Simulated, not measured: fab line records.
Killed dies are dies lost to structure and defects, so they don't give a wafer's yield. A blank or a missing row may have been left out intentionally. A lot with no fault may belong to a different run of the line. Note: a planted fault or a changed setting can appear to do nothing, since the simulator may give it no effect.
A single fault, viewed from 2 desks -- flow gf180mcu -- each desk has only its own numbers; what lay behind them comes last

== THE METROLOGY DESK ==
Lot by lot, what the gauges showed, no matter which tool ran the lot: averages of those sampled wafers that carry a number. A lot is out of limits, marked OUT, if its mean lies more than 4 standard deviations from the usual mean; the brackets give that distance.
Columns: A = PSD_RS at GF_PSD_RS_MEAS_15, usual 108.60 ohm/sq; B = CONTACT_BOW at GF_CONTACT_BOW_MEAS_05, usual 66 um
lot,first seen here,A,B
L473,day 14 21:20,108.50,67
L474,day 15 04:32,108.72,67
L475,day 15 10:16,109.08,66
L476,day 15 14:40,108.66,66
L477,day 16 04:24,108.22,65
L478,day 16 07:25,108.83,62
L479,day 16 18:38,108.61,61
L481,day 17 06:28,108.83,60
L483,day 18 00:46,109.26,64
L484,day 18 08:08,108.20,59
L485,day 19 01:39,108.85,75
L486,day 19 06:17,108.54,-
L487,day 19 15:03,108.99,-
L488,day 19 19:34,108.48,69
This desk's verdict: no lot among the 14 shows anything out of limits.

== DESK OF THE TOOL OWNER: plasmaAsher-03 ==
The tool's own readings at GF_SAB_STRIP_13 (strips in O2/N2): means of the sampled wafers that have a number, for each lot that ran on this tool. A lot is out of limits, marked OUT, if its mean lies more than 4 standard deviations from the usual mean; the brackets give that distance.
Columns: A = chamberPressureMTorr at GF_SAB_STRIP_13, usual 1500.0 mTorr; B = drypumpMotorCurrentA at GF_SAB_STRIP_13, usual 5.70 A; C = heaterPowerW at GF_SAB_STRIP_13, usual 328 W; D = oesProductAu at GF_SAB_STRIP_13, usual 0.710 a.u.; E = stripTimeToEndpointS at GF_SAB_STRIP_13, usual 12.61 s
lot,first seen here,A,B,C,D,E
L475,day 16 08:34,1501.1,5.57,309,0.708,12.66
L477,day 17 03:35,1498.7,5.61,299,0.713,12.56
L479,day 17 17:16,1500.2,5.57,307,0.709,12.58
L483,day 19 00:34,1499.4,5.60,299,0.713,12.73
L484,day 19 07:59,1500.2,5.56,307,0.710,12.60
This desk's verdict: no lot among the 5 shows anything out of limits.

== PUT TOGETHER ==
Nothing out of limits was seen by the metrology desk.
The desk of the tool owner found nothing out of limits.

== WHAT THE SIMULATOR PUT IN ==
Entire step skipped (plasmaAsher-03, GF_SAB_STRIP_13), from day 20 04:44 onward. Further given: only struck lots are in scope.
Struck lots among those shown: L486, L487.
